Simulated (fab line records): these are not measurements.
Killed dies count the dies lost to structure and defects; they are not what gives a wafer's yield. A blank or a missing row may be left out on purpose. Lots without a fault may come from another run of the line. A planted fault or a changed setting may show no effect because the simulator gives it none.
Matching of chambers :: flow gf180mcu :: cmp-01 running GF_V4_CMP_26: 4 sister chambers
The step polishes, stops on SiO2, t overpolish 15 s, target thk 0 nm. 14 wafers are shown with their chamber, then 7 later ones without.

## WAFERS WITH THEIR CHAMBER
wafer: L868.2
chamber: 2
motor current A (A): 10.7
time to endpoint s (s): 80
overpolish run s (s): 14.993

wafer: L868.3
chamber: 0
motor current A (A): 11.0
time to endpoint s (s): 85
overpolish run s (s): 14.983

wafer: L868.5
chamber: 0
motor current A (A): 11.7
time to endpoint s (s): 90
overpolish run s (s): 14.993

wafer: L869.1
chamber: 1
motor current A (A): 14.6
time to endpoint s (s): 88
overpolish run s (s): 15.002

wafer: L869.2
chamber: 2
motor current A (A): 11.1
time to endpoint s (s): 88
overpolish run s (s): 15.012

wafer: L869.4
chamber: 3
motor current A (A): 12.7
time to endpoint s (s): 90
overpolish run s (s): 14.988

wafer: L875.1
chamber: 0
motor current A (A): 11.4
time to endpoint s (s): 94
overpolish run s (s): 15.008

wafer: L875.3
chamber: 2
motor current A (A): 11.3
time to endpoint s (s): 85
overpolish run s (s): 15.004

wafer: L875.6
chamber: 3
motor current A (A): 12.9
time to endpoint s (s): 93
overpolish run s (s): 15.012

wafer: L877.2
chamber: 3
motor current A (A): 12.4
time to endpoint s (s): 92
overpolish run s (s): 15.005

wafer: L877.3
chamber: 0
motor current A (A): 11.4
time to endpoint s (s): 94
overpolish run s (s): 14.990

wafer: L877.4
chamber: 1
motor current A (A): 14.3
time to endpoint s (s): 91
overpolish run s (s): 15.012

wafer: L883.4
chamber: 2
motor current A (A): 10.7
time to endpoint s (s): 85
overpolish run s (s): 15.010

wafer: L883.5
chamber: 2
motor current A (A): 11.2
time to endpoint s (s): 86
overpolish run s (s): 14.997

SIGNATURES (means of the wafers above)
reading: motor current A
chamber 0: 11.375
chamber 1: 14.450
chamber 2: 11.000
chamber 3: 12.667
scatter within a chamber: 0.272

reading: time to endpoint s
chamber 0: 90.75
chamber 1: 89.50
chamber 2: 84.80
chamber 3: 91.67
scatter within a chamber: 3.14

reading: overpolish run s
chamber 0: 14.99350
chamber 1: 15.00700
chamber 2: 15.00320
chamber 3: 15.00167
scatter within a chamber: 0.00977
Rule: a wafer lies at a distance from a chamber equal to the root of the sum of squares, over the readings, of (its reading less the chamber's mean, divided by the reading's scatter). If the next closest chamber is less than 2 further off than the closest, the wafer can't be placed; otherwise it belongs to the closest. The scatter: take each reading less its chamber's mean, square it, sum over the shown wafers, divide by the number of wafers less the number of chambers, and take the root.

## WAFERS WHOSE CHAMBER IS MISSING
wafer: L883.6
motor current A (A): 14.2
time to endpoint s (s): 90
overpolish run s (s): 15.003

wafer: L884.2
motor current A (A): 10.9
time to endpoint s (s): 90
overpolish run s (s): 15.002

wafer: L884.4
motor current A (A): 15.1
time to endpoint s (s): 93
overpolish run s (s): 15.006

wafer: L884.6
motor current A (A): 11.2
time to endpoint s (s): 88
overpolish run s (s): 14.994

wafer: L885.1
motor current A (A): 13.2
time to endpoint s (s): 96
overpolish run s (s): 14.994

wafer: L885.5
motor current A (A): 12.5
time to endpoint s (s): 93
overpolish run s (s): 15.020

wafer: L885.6
motor current A (A): 11.6
time to endpoint s (s): 90
overpolish run s (s): 14.998

## WHICH CHAMBER EACH WENT THROUGH
wafer: L883.6
from the rows above: 1
in truth: 1

wafer: L884.2
from the rows above: can't be placed: 2 or 0
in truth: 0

wafer: L884.4
from the rows above: 1
in truth: 1

wafer: L884.6
from the rows above: can't be placed: 0 or 2
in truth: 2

wafer: L885.1
from the rows above: 3
in truth: 3

wafer: L885.5
from the rows above: 3
in truth: 3

wafer: L885.6
from the rows above: can't be placed: 0 or 2
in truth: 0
Correct placement for 4 of the 7. Unplaceable from these rows: 3, with the true chamber sitting among the candidates in 3. Placed wrongly: 0.
